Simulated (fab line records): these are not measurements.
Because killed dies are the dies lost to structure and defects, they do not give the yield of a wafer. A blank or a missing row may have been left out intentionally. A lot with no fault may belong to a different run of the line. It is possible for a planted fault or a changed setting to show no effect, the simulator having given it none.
A lot that was struck, set against a sound lot -- flow sfqLine -- 41 steps out of a route of 325
Sound: the wafers L646.3, L646.5, L646.6. Wafers L653.1, L653.5, L653.6 were the ones struck. At the end, the cause is stated.
Order at every step that has rows: each side's tool, ch and its chambers, its first start. Under that, the readings that differ: sound wafers -- struck wafers -- difference of the means -- sigmas: that difference in standard deviations of wafers without a fault.
alike: readings whose means differ by less than 2 such deviations, and words and numbers that are the same on both sides. not compared: withheld readings, readings that some wafer has no value for, bounds like >300 that may hide the same value, and numbers for which the record gives no deviation and whose values overlap.
Wherever a step has rows on one side only, a row that says differs or no value, or a row with sigmas, the two part there. Numbers that don't overlap but have no deviation are shown without sigmas and don't part them. Lack of a reading on every wafer of one side parts them only where that side has two or more wafers.

first, 6 steps without rows for these wafers: SFQ_TRILAYER_I2_VIA_LITHO_COAT_072 (resist thk 62 nm); SFQ_TRILAYER_I2_VIA_LITHO_COAT_067 (resist thk 650 nm); SFQ_TRILAYER_I2_VIA_LITHO_SOFTBAKE_071; SFQ_TRILAYER_I2_VIA_LITHO_EXPOSE_068 (exposes mask I2, target cd 500 nm); SFQ_TRILAYER_I2_VIA_LITHO_PEB_070 (peb time 60 s); SFQ_TRILAYER_I2_VIA_LITHO_DEVELOP_069 (time 60 s).
SFQ_I2_OVL_MEAS_918:
  struck on overlay-02, day 51 03:38; sound on overlay-02, day 48 19:07
  alike: I2_OVL
then, 1 step without rows for these wafers: SFQ_TRILAYER_I2_VIA_BARC_OPEN_VIA_ETCH_096 (etches BARC in O2, target depth 125 nm, time 41.7 s).
SFQ_TRILAYER_I2_VIA_ETCH_VIA_ETCH_070: etches SiO2 in CHF3, stops on Nb, target depth 260 nm.
  sound on rieDiel-02 ch 1,3, day 48 19:11; struck on rieDiel-02 ch 1,2,3, day 51 03:43
  alike: drypumpMotorCurrentA, oesProductAu
then, 3 steps without rows for these wafers: SFQ_TRILAYER_I2_VIA_STRIP_STRIP_071 (strips in O2); SFQ_TRILAYER_I2_VIA_STRIP_SOLV_CLEAN_072 (cleans in NMP, time 600 s); SFQ_TRILAYER_M3_DEP_PRE_CLEAN_074 (time 22.5 s).
SFQ_TRILAYER_M3_DEP_SPUTTER_073: material Nb, target thk 200 nm, time 133.3 s.
  struck on pvdSputter-04, day 51 04:37; sound on pvdSputter-04, day 48 20:06
reading,sound,struck,difference,sigmas
cathodeDcPowerW (W),1999.9 1999.9 1999.8,1735.6 1735.1 1735.0,-264.6,-99 or more
model.Nb_of_TRILAYER_M3_DEP_SPUTTER_073.thkNm (nm),199.6 199.2 201.2,179.5 177.7 178.4,-21.5,
  alike: throttleValvePct
SFQ_M3_RS_MEAS_919: uses a four-point probe to measure.
  struck on filmMetro-03, day 51 05:00; sound on filmMetro-03, day 48 20:14
reading,sound,struck,difference,sigmas
M3_NB_RS (ohm/sq),0.893 0.894 0.884,0.993 1.004 1.001,+0.109,+11
  not compared: hold
then, 5 steps without rows for these wafers: SFQ_TRILAYER_M3_LITHO_COAT_075 (resist thk 600 nm); SFQ_TRILAYER_M3_LITHO_SOFTBAKE_079; SFQ_TRILAYER_M3_LITHO_EXPOSE_076 (exposes mask M3, target cd 500 nm); SFQ_TRILAYER_M3_LITHO_PEB_078 (peb time 60 s); SFQ_TRILAYER_M3_LITHO_DEVELOP_077 (time 60 s).
SFQ_M3_OVL_MEAS_921:
  struck on overlay-02, day 51 13:32; sound on overlay-02, day 48 22:49
  alike: M3_OVL
then, 1 step without rows for these wafers: SFQ_TRILAYER_M3_BARC_OPEN_METAL_ETCH_100 (etches BARC in O2, target depth 125 nm, time 41.7 s).
SFQ_TRILAYER_M3_ETCH_METAL_ETCH_078: etches Nb in Cl2/Ar, stops on SiO2, target depth 240 nm, time 120 s.
  sound on rieMetal-02 ch 0,1, day 48 22:56; struck on rieMetal-04 ch 0,1, day 51 14:07
reading,sound,struck,difference,sigmas
oesProductAu (a.u.),0.885 0.893 0.903,0.832 0.832 0.839,-0.059,-8
  alike: drypumpMotorCurrentA
  not compared: rfHoursCounterH
then, 2 steps without rows for these wafers: SFQ_TRILAYER_M3_STRIP_STRIP_079 (strips in O2); SFQ_TRILAYER_M3_STRIP_SOLV_CLEAN_080 (cleans in NMP, time 600 s).
SFQ_TRILAYER_I3_DEP_PECVD_081: deposits SiO2 from SiH4/N2O, time 111.11 s, target thk 500 nm.
  sound on pecvd-01 ch 0,1,2, day 48 23:48; struck on pecvd-02 ch 1,2, day 51 16:00
  alike: heaterPowerW, susceptorTempC, throttleValvePct
SFQ_TRILAYER_I3_CMP_CMP_082: polishes SiO2.
  sound on cmp-01 ch 2,3, day 49 00:23; struck on cmp-02 ch 2,3, day 51 17:17
  alike: motorCurrentA, platenRpm, slurryFilterDpKPa, timeToEndpointS
SFQ_I3_BOW_MEAS_922:
  struck on filmMetro-03, day 51 20:17; sound on filmMetro-04, day 49 02:55
  alike: I3_BOW
then, 7 steps without rows for these wafers: SFQ_TRILAYER_I3_METRO_MEASURE_083; SFQ_TRILAYER_I3_VIA_LITHO_COAT_090 (resist thk 62 nm); SFQ_TRILAYER_I3_VIA_LITHO_COAT_085 (resist thk 650 nm); SFQ_TRILAYER_I3_VIA_LITHO_SOFTBAKE_089; SFQ_TRILAYER_I3_VIA_LITHO_EXPOSE_086 (exposes mask I3, target cd 500 nm); SFQ_TRILAYER_I3_VIA_LITHO_PEB_088 (peb time 60 s); SFQ_TRILAYER_I3_VIA_LITHO_DEVELOP_087 (time 60 s).
-- the record jumps here: 6 days lie between the struck wafers' starts before and after --
SFQ_I3_OVL_MEAS_923:
  struck on overlay-01, day 57 17:05; sound on overlay-01, day 55 06:17
  alike: I3_OVL
SFQ_TRILAYER_I3_VIA_BARC_OPEN_VIA_ETCH_121: etches BARC in O2, target depth 125 nm, time 41.7 s.
  sound on rieDiel-03 ch 1,2,3, day 55 06:19; struck on rieDiel-02 ch 0,2,3, day 57 17:07
  alike: drypumpMotorCurrentA, oesProductAu
  not compared: rfHoursCounterH
SFQ_TRILAYER_I3_VIA_ETCH_VIA_ETCH_088: etches SiO2 in CHF3, stops on Nb, target depth 260 nm.
  sound on rieDiel-03 ch 1,2,3, day 55 06:21; struck on rieDiel-02 ch 0,2,3, day 57 17:09
  alike: drypumpMotorCurrentA, oesProductAu
then, 3 steps without rows for these wafers: SFQ_TRILAYER_I3_VIA_STRIP_STRIP_089 (strips in O2); SFQ_TRILAYER_I3_VIA_STRIP_SOLV_CLEAN_090 (cleans in NMP, time 600 s); SFQ_TRILAYER_M4_DEP_PRE_CLEAN_092 (time 22.5 s).
-- the record jumps here: 39 days lie between the struck wafers' starts before and after --
SFQ_M8_BOW_MEAS_951:
  struck on filmMetro-01, day 96 23:00; sound on filmMetro-02, day 90 03:26
reading,sound,struck,difference,sigmas
model.etest.m3.ohmUm,1.783 1.79 1.769,1.984 2.01 1.992,+0.215,
model.etest.i2.linkOhm,1.963 1.951 1.958,2.1 2.099 2.107,+0.1,
model.etest.m3.ohmSq,0.892 0.8935 0.885,0.9919 1.002 0.9979,+0.1071,
model.etest.i3.linkOhm,1.966 1.981 1.953,2.075 2.103 2.078,+0.119,
  alike: M8_BOW

## WHERE THEY PART
Last at SFQ_TRILAYER_M3_ETCH_METAL_ETCH_078 as far as this record goes, first at SFQ_TRILAYER_M3_DEP_SPUTTER_073. Later steps at which nothing parts them and some readings are alike: SFQ_TRILAYER_I3_DEP_PECVD_081, SFQ_TRILAYER_I3_CMP_CMP_082, SFQ_I3_BOW_MEAS_922, SFQ_I3_OVL_MEAS_923, SFQ_TRILAYER_I3_VIA_BARC_OPEN_VIA_ETCH_121, SFQ_TRILAYER_I3_VIA_ETCH_VIA_ETCH_088, SFQ_M8_BOW_MEAS_951.

WHY: the cause the simulator had injected
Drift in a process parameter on pvdSputter-04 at SFQ_TRILAYER_M3_DEP_SPUTTER_073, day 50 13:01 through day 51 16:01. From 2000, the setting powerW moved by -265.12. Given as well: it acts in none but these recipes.
